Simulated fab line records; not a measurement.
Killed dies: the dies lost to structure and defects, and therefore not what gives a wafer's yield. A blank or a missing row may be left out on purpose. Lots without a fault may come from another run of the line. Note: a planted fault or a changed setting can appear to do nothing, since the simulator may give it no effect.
Matching of chambers || flow sky130 || cmp-02 running SKY_LI_CONTACT_CMP_02: 4 sister chambers
The step polishes PSG. 15 wafers are shown with their chamber, then 7 later ones without.

WAFERS PAIRED WITH THEIR CHAMBERS
{"wafer": "L561.2", "chamber": 3, "motor_current_A (A)": 10.8, "time_to_endpoint_s (s)": 33, "slurry_flow_ml_min": 149.4}
{"wafer": "L561.4", "chamber": 0, "motor_current_A (A)": 10.4, "time_to_endpoint_s (s)": 35, "slurry_flow_ml_min": 149.7}
{"wafer": "L561.6", "chamber": 3, "motor_current_A (A)": 11.2, "time_to_endpoint_s (s)": 34, "slurry_flow_ml_min": 150.0}
{"wafer": "L565.2", "chamber": 0, "motor_current_A (A)": 11.4, "time_to_endpoint_s (s)": 32, "slurry_flow_ml_min": 150.5}
{"wafer": "L565.3", "chamber": 3, "motor_current_A (A)": 10.3, "time_to_endpoint_s (s)": 32, "slurry_flow_ml_min": 149.5}
{"wafer": "L565.4", "chamber": 1, "motor_current_A (A)": 11.0, "time_to_endpoint_s (s)": 32, "slurry_flow_ml_min": 150.0}
{"wafer": "L567.1", "chamber": 0, "motor_current_A (A)": 10.5, "time_to_endpoint_s (s)": 30, "slurry_flow_ml_min": 149.1}
{"wafer": "L567.3", "chamber": 3, "motor_current_A (A)": 11.2, "time_to_endpoint_s (s)": 28, "slurry_flow_ml_min": 151.1}
{"wafer": "L567.5", "chamber": 2, "motor_current_A (A)": 12.0, "time_to_endpoint_s (s)": 33, "slurry_flow_ml_min": 149.8}
{"wafer": "L569.1", "chamber": 3, "motor_current_A (A)": 10.5, "time_to_endpoint_s (s)": 28, "slurry_flow_ml_min": 149.9}
{"wafer": "L569.3", "chamber": 0, "motor_current_A (A)": 10.9, "time_to_endpoint_s (s)": 32, "slurry_flow_ml_min": 149.8}
{"wafer": "L569.5", "chamber": 3, "motor_current_A (A)": 10.2, "time_to_endpoint_s (s)": 26, "slurry_flow_ml_min": 150.3}
{"wafer": "L572.2", "chamber": 0, "motor_current_A (A)": 11.5, "time_to_endpoint_s (s)": 29, "slurry_flow_ml_min": 149.4}
{"wafer": "L572.3", "chamber": 3, "motor_current_A (A)": 10.3, "time_to_endpoint_s (s)": 28, "slurry_flow_ml_min": 150.5}
{"wafer": "L572.4", "chamber": 2, "motor_current_A (A)": 12.5, "time_to_endpoint_s (s)": 31, "slurry_flow_ml_min": 150.3}

SIGNATURES (means of the wafers above)
{"reading": "motor_current_A", "chamber 0": 10.940, "chamber 1": 11.000, "chamber 2": 12.250, "chamber 3": 10.643, "scatter within a chamber": 0.451}
{"reading": "time_to_endpoint_s", "chamber 0": 31.60, "chamber 1": 32.00, "chamber 2": 32.00, "chamber 3": 29.86, "scatter within a chamber": 2.7}
{"reading": "slurry_flow_ml_min", "chamber 0": 149.700, "chamber 1": 150.000, "chamber 2": 150.050, "chamber 3": 150.100, "scatter within a chamber": 0.55}
Rule: distance of a wafer from a chamber = root of the sum over the readings of ((wafer's reading minus chamber's mean) / reading's scatter) squared. If the next closest chamber is less than 2 further off than the closest, the wafer can't be placed; otherwise it belongs to the closest. The scatter: the root of (the sum of the squares of (reading less its chamber's mean) over the shown wafers, divided by (wafers less chambers)).

WAFERS MISSING THEIR CHAMBER
{"wafer": "L574.3", "motor_current_A (A)": 11.9, "time_to_endpoint_s (s)": 29, "slurry_flow_ml_min": 150.8}
{"wafer": "L574.4", "motor_current_A (A)": 11.3, "time_to_endpoint_s (s)": 27, "slurry_flow_ml_min": 149.7}
{"wafer": "L575.3", "motor_current_A (A)": 10.7, "time_to_endpoint_s (s)": 30, "slurry_flow_ml_min": 150.3}
{"wafer": "L575.4", "motor_current_A (A)": 10.8, "time_to_endpoint_s (s)": 30, "slurry_flow_ml_min": 149.7}
{"wafer": "L578.3", "motor_current_A (A)": 10.8, "time_to_endpoint_s (s)": 33, "slurry_flow_ml_min": 149.1}
{"wafer": "L578.4", "motor_current_A (A)": 10.9, "time_to_endpoint_s (s)": 31, "slurry_flow_ml_min": 149.8}
{"wafer": "L578.5", "motor_current_A (A)": 10.9, "time_to_endpoint_s (s)": 28, "slurry_flow_ml_min": 150.0}

WHICH CHAMBER EACH ONE RAN IN
{"wafer": "L574.3", "from the rows above": "can't be placed: 2 or 1 or 0 or 3", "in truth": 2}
{"wafer": "L574.4", "from the rows above": "can't be placed: 0 or 3 or 1 or 2", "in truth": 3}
{"wafer": "L575.3", "from the rows above": "can't be placed: 3 or 1 or 0", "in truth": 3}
{"wafer": "L575.4", "from the rows above": "can't be placed: 0 or 3 or 1", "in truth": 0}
{"wafer": "L578.3", "from the rows above": "can't be placed: 0 or 1 or 3", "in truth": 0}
{"wafer": "L578.4", "from the rows above": "can't be placed: 0 or 1 or 3", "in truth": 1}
{"wafer": "L578.5", "from the rows above": "can't be placed: 3 or 0 or 1", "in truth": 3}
Correctly placed: 0 of 7. Can't be placed from these rows: 7 (the true chamber is among the candidates in 7). Placed wrongly: 0.
